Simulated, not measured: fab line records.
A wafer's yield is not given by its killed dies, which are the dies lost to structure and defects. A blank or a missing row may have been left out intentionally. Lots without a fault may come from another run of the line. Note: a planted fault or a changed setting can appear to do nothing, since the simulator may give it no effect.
The tool behind it: which one?	flow gf180mcu	Sampling: 24 lots, 72 wafers, 6 of 602 route steps

WHAT THE GAUGES READ, wafer by wafer
GF_SALICIDE_RS_MEAS_04: uses a four-point probe to measure. Usual: for SALICIDE_TIN_RS the level is 16.3 ohm/sq and the standard deviation is 0.3.
lot	measured	on	SALICIDE_TIN_RS (ohm/sq)	flag
L074	day 15 02:25	film-metro-01	16.1 16.2 16.1	
L075	day 15 08:21	film-metro-04	16.9 16.3 16.5	
L076	day 15 17:09	film-metro-02	16.2 16.5 16.3	
L077	day 16 05:55	film-metro-04	16.3 16.3 16.6	
L078	day 16 16:15	film-metro-01	16.4 16.9 16.2	
L079	day 16 22:47	film-metro-04	16.5 15.9 16.6	
L080	day 17 08:14	film-metro-01	16.1 16.9 16.2	
L081	day 17 22:08	film-metro-04	17.3 16.6 16.7	
L082	day 18 01:57	film-metro-02	16.5 15.9 16.4	
L083	day 18 07:10	film-metro-02	16.2 16.1 16.2	
L084	day 18 16:39	film-metro-01	15.9 16.1 16.0	
L085	day 19 04:30	film-metro-01	16.1 16.7 15.9	
L086	day 19 10:33	film-metro-04	16.4 16.7 16.1	
L087	day 19 18:32	film-metro-01	16.4 16.3 16.8	
L088	day 20 01:51	film-metro-04	16.0 15.7 16.4	
L089	day 20 17:03	film-metro-04	16.7 16.5 16.1	
L090	day 20 21:41	film-metro-01	16.5 16.0 16.4	
L091	day 21 07:38	film-metro-02	16.2 16.0 15.8	
L092	day 21 17:09	film-metro-02	16.1 16.6 16.4	
L093	day 21 20:53	film-metro-02	16.0 15.8 16.0	
L094	day 22 08:35	film-metro-01	16.6 16.3 16.6	
L095	day 22 17:57	film-metro-01	16.8 16.5 16.5	
L096	day 23 00:13	film-metro-02	16.4 16.2 16.5	
L097	day 23 10:14	film-metro-01	16.1 16.3 16.2	

GF_V2_RS_MEAS_24: uses a four-point probe to measure. Usual: for V2_W_RS the level is 0.331 ohm/sq and the standard deviation is 0.0033.
lot	measured	on	V2_W_RS (ohm/sq)	flag
L074	day 20 05:55	film-metro-03	0.332 0.335 0.335	
L075	day 20 12:30	film-metro-03	0.336 0.330 0.329	
L076	day 21 01:13	film-metro-02	0.336 0.327 0.333	
L077	day 21 12:27	film-metro-02	0.330 0.331 0.326	
L078	day 22 01:02	film-metro-03	0.335 0.327 0.341	
L079	day 22 05:15	film-metro-04	0.331 0.330 0.332	
L080	day 22 16:13	film-metro-04	0.326 0.330 0.336	
L081	day 23 05:16	film-metro-03	0.327 0.328 0.331	
L082	day 23 08:27	film-metro-04	0.331 0.331 0.333	
L083	day 23 13:29	film-metro-04	0.333 0.329 0.333	
L084	day 23 22:01	film-metro-03	0.332 0.330 0.330	
L085	day 24 10:46	film-metro-04	0.328 0.325 0.333	
L086	day 24 16:29	film-metro-04	0.329 0.327 0.331	
L087	day 25 00:46	film-metro-02	0.325 0.327 0.333	
L088	day 25 07:35	film-metro-04	0.335 0.337 0.334	
L089	day 25 19:52	film-metro-04	0.326 0.332 0.329	
L090	day 26 00:28	film-metro-04	0.329 0.328 0.329	
L091	day 26 08:26	film-metro-04	0.329 0.330 0.329	
L092	day 26 15:55	film-metro-02	0.326 0.332 0.334	
L093	day 26 20:17	film-metro-03	0.334 0.326 0.330	
L094	day 27 06:46	film-metro-02	0.328 0.327 0.325	
L095	day 27 14:49	film-metro-04	0.329 0.331 0.325	
L096	day 27 21:18	film-metro-04	0.331 0.338 0.334	
L097	day 28 06:01	film-metro-02	0.329 0.329 0.328	

EACH LOT AND THE TOOL THAT RAN IT (in order: tool; ch and the chambers of the sampled wafers; start)
lot	GF_SAB_ETCH_11	GF_V1_SPUTTER_22	GF_M2_SPUTTER_01	GF_V2_CVD_02
L074	rie-diel-03 ch 0,3, day 15 02:01	pvd-sputter-04, day 18 02:23	pvd-sputter-04, day 18 03:07	pecvd-02 ch 0,1,2, day 19 03:59
L075	rie-diel-03 ch 0,2,3, day 15 07:58	pvd-sputter-04, day 18 08:34	pvd-sputter-02, day 18 09:25	pecvd-02 ch 0,1,2, day 19 10:39
L076	rie-diel-04 ch 0,1,2, day 15 16:42	pvd-sputter-01, day 18 21:11	pvd-sputter-04, day 18 21:55	pecvd-03 ch 1,2, day 19 23:41
L077	rie-diel-03 ch 0,3, day 16 05:28	pvd-sputter-01, day 19 08:52	pvd-sputter-04, day 19 09:35	pecvd-03 ch 0,1,2, day 20 10:58
L078	rie-diel-03 ch 2,3, day 16 15:48	pvd-sputter-01, day 19 22:37	pvd-sputter-02, day 19 23:21	pecvd-03 ch 1,2, day 21 00:17
L079	rie-diel-03 ch 1,2,3, day 16 22:18	pvd-sputter-04, day 20 02:49	pvd-sputter-02, day 20 03:32	pecvd-01 ch 1,2, day 21 04:01
L080	rie-diel-01 ch 1,3, day 17 07:42	pvd-sputter-01, day 20 13:28	pvd-sputter-04, day 20 14:13	pecvd-01 ch 0,1, day 21 15:19
L081	rie-diel-04 ch 0,1,3, day 17 21:43	pvd-sputter-04, day 21 03:25	pvd-sputter-02, day 21 04:10	pecvd-03 ch 0,1, day 22 04:25
L082	rie-diel-01 ch 2,3, day 18 01:31	pvd-sputter-03, day 21 06:02	pvd-sputter-02, day 21 06:47	pecvd-03 ch 0,2, day 22 07:14
L083	rie-diel-04 ch 0,1,2, day 18 06:45	pvd-sputter-03, day 21 11:47	pvd-sputter-04, day 21 12:31	pecvd-03 ch 0,1, day 22 12:33
L084	rie-diel-03 ch 2,3, day 18 16:13	pvd-sputter-03, day 21 20:52	pvd-sputter-02, day 21 21:36	pecvd-01 ch 0,2, day 22 21:18
L085	rie-diel-03 ch 1,2,3, day 19 04:03	pvd-sputter-03, day 22 09:34	pvd-sputter-03, day 22 10:17	pecvd-03 ch 0,1,2, day 23 10:24
L086	rie-diel-04 ch 0,2,3, day 19 10:10	pvd-sputter-03, day 22 15:52	pvd-sputter-04, day 22 16:36	pecvd-02 ch 0,1,2, day 23 16:50
L087	rie-diel-04 ch 1,2,3, day 19 18:07	pvd-sputter-01, day 22 23:46	pvd-sputter-02, day 23 00:30	pecvd-03 ch 0,1, day 24 00:44
L088	rie-diel-03 ch 0,2,3, day 20 01:28	pvd-sputter-01, day 23 06:22	pvd-sputter-03, day 23 07:06	pecvd-02 ch 0,2, day 24 07:17
L089	rie-diel-03 ch 0,1,2, day 20 16:40	pvd-sputter-04, day 23 20:50	pvd-sputter-02, day 23 21:34	pecvd-01 ch 0,1,2, day 24 20:52
L090	rie-diel-04 ch 0,1, day 20 21:14	pvd-sputter-01, day 24 01:13	pvd-sputter-02, day 24 01:57	pecvd-01 ch 0,1,2, day 25 01:14
L091	rie-diel-03 ch 0,1, day 21 07:11	pvd-sputter-01, day 24 10:07	pvd-sputter-04, day 24 10:53	pecvd-01 ch 1,2, day 25 09:18
L092	rie-diel-03 ch 0,1,3, day 21 16:45	pvd-sputter-03, day 24 17:56	pvd-sputter-04, day 24 18:40	pecvd-02 ch 0,2, day 25 17:27
L093	rie-diel-01 ch 0,3, day 21 20:28	pvd-sputter-01, day 24 21:56	pvd-sputter-03, day 24 22:43	pecvd-02 ch 0,1,2, day 25 21:45
L094	rie-diel-01 ch 0,1,3, day 22 08:08	pvd-sputter-01, day 25 09:28	pvd-sputter-02, day 25 10:12	pecvd-03 ch 0,1,2, day 26 08:38
L095	rie-diel-01 ch 0,3, day 22 17:29	pvd-sputter-03, day 25 18:47	pvd-sputter-04, day 25 19:31	pecvd-02 ch 0,1,2, day 26 17:32
L096	rie-diel-01 ch 0,1,3, day 22 23:49	pvd-sputter-01, day 26 01:09	pvd-sputter-02, day 26 01:53	pecvd-03 ch 0,1,2, day 26 23:21
L097	rie-diel-01 ch 0,1,3, day 23 09:51	pvd-sputter-04, day 26 09:55	pvd-sputter-03, day 26 10:39	pecvd-03 ch 1, day 27 08:33
- GF_SAB_ETCH_11: etches SiO2 in C4F8/O2/Ar, target depth 55 nm, time 8.5 s.
- GF_V1_SPUTTER_22: material TiN, target thk 10 nm, time 40 s.
- GF_M2_SPUTTER_01: material TiN, target thk 30 nm, time 25 s.
- GF_V2_CVD_02: deposits SiO2 from TEOS, target thk 850 nm, time 94.851 s.

WHAT THE TOOLS THEMSELVES READ (means of the sampled wafers that have a number; where no wafer has one, the mark that the record gives instead)
GF_SAB_ETCH_11. Usual: bias-w 1200 W, standard deviation 3.6; oes-product-au 1.000 a.u., standard deviation 0.014.
lot	tool	bias-w (W)	oes-product-au (a.u.)	flag
L074	rie-diel-03	1202	1.000	
L075	rie-diel-03	1198	1.001	
L076	rie-diel-04	1199	0.987	
L077	rie-diel-03	1197	0.991	
L078	rie-diel-03	1200	1.006	
L079	rie-diel-03	1201	1.002	
L080	rie-diel-01	1204	1.002	
L081	rie-diel-04	1199	1.005	
L082	rie-diel-01	1198	1.020	
L083	rie-diel-04	1198	1.001	
L084	rie-diel-03	1203	1.007	
L085	rie-diel-03	1199	1.006	
L086	rie-diel-04	1199	0.996	
L087	rie-diel-04	1202	0.994	
L088	rie-diel-03	1201	0.997	
L089	rie-diel-03	1201	0.999	
L090	rie-diel-04	1202	0.985	
L091	rie-diel-03	1198	0.988	
L092	rie-diel-03	1199	0.999	
L093	rie-diel-01	1204	1.003	
L094	rie-diel-01	1202	1.011	
L095	rie-diel-01	1200	1.003	
L096	rie-diel-01	1201	1.005	
L097	rie-diel-01	1203	1.004	

GF_V1_SPUTTER_22. Usual: throttle-valve-pct at 30.2 %, with a standard deviation of 0.96.
lot	tool	throttle-valve-pct (%)	flag
L074	pvd-sputter-04	30.5	
L075	pvd-sputter-04	30.7	
L076	pvd-sputter-01	29.4	
L077	pvd-sputter-01	30.1	
L078	pvd-sputter-01	29.3	
L079	pvd-sputter-04	30.6	
L080	pvd-sputter-01	29.4	
L081	pvd-sputter-04	30.7	
L082	pvd-sputter-03	30.4	
L083	pvd-sputter-03	30.2	
L084	pvd-sputter-03	30.2	
L085	pvd-sputter-03	30.2	
L086	pvd-sputter-03	30.4	
L087	pvd-sputter-01	29.5	
L088	pvd-sputter-01	30.6	
L089	pvd-sputter-04	30.3	
L090	pvd-sputter-01	30.8	
L091	pvd-sputter-01	30.1	
L092	pvd-sputter-03	30.0	
L093	pvd-sputter-01	29.0	
L094	pvd-sputter-01	30.9	
L095	pvd-sputter-03	30.3	
L096	pvd-sputter-01	29.3	
L097	pvd-sputter-04	30.5	

GF_M2_SPUTTER_01. Usual: throttle-valve-pct at 30.5 %, with a standard deviation of 0.86.
lot	tool	throttle-valve-pct (%)	flag
L074	pvd-sputter-04	30.1	
L075	pvd-sputter-02	30.5	
L076	pvd-sputter-04	30.2	
L077	pvd-sputter-04	30.9	
L078	pvd-sputter-02	31.1	
L079	pvd-sputter-02	30.5	
L080	pvd-sputter-04	30.8	
L081	pvd-sputter-02	30.0	
L082	pvd-sputter-02	30.5	
L083	pvd-sputter-04	30.1	
L084	pvd-sputter-02	29.8	
L085	pvd-sputter-03	29.8	
L086	pvd-sputter-04	31.1	
L087	pvd-sputter-02	30.2	
L088	pvd-sputter-03	30.2	
L089	pvd-sputter-02	31.0	
L090	pvd-sputter-02	31.1	
L091	pvd-sputter-04	30.7	
L092	pvd-sputter-04	30.5	
L093	pvd-sputter-03	29.6	
L094	pvd-sputter-02	30.4	
L095	pvd-sputter-04	30.8	
L096	pvd-sputter-02	30.9	
L097	pvd-sputter-03	31.0	

GF_V2_CVD_02. Usual: heater-power-w 651 W, standard deviation 100; susceptor-temp-C 400.01 C, standard deviation 0.22.
lot	tool	heater-power-w (W)	susceptor-temp-C (C)	flag
L074	pecvd-02	672	400.00	
L075	pecvd-02	670	399.94	
L076	pecvd-03	647	400.01	
L077	pecvd-03	606	399.76	
L078	pecvd-03	606	399.95	
L079	pecvd-01	589	399.97	
L080	pecvd-01	536	399.95	
L081	pecvd-03	655	400.05	
L082	pecvd-03	729	400.09	
L083	pecvd-03	763	400.06	
L084	pecvd-01	561	399.86	
L085	pecvd-03	715	399.98	
L086	pecvd-02	676	400.04	
L087	pecvd-03	679	400.08	
L088	pecvd-02	597	400.12	
L089	pecvd-01	543	400.02	
L090	pecvd-01	574	399.93	
L091	pecvd-01	618	399.95	
L092	pecvd-02	628	399.93	
L093	pecvd-02	642	400.20	
L094	pecvd-03	712	400.06	
L095	pecvd-02	664	400.03	
L096	pecvd-03	698	399.89	
L097	pecvd-03	596	399.99	

THE ANSWER, worked out from the rows above alone
Rule: lot off if the mean of its wafers having a number is beyond 3 standard deviations from the usual mean. A lot without any number at a reading at which 4 lots or more have one is off too. The other lots that the step has rows for count as sound. Order of review: gauges by route order, followed by the tools' own readings, for which a lot's mean as printed above is used. At the first step where some lot is off, the reading lying furthest off is the one used; lots without a number count as furthest.
None of the lots is off at any reading shown; this tells nothing.

WHAT HAD BEEN PUT IN BY THE SIMULATOR
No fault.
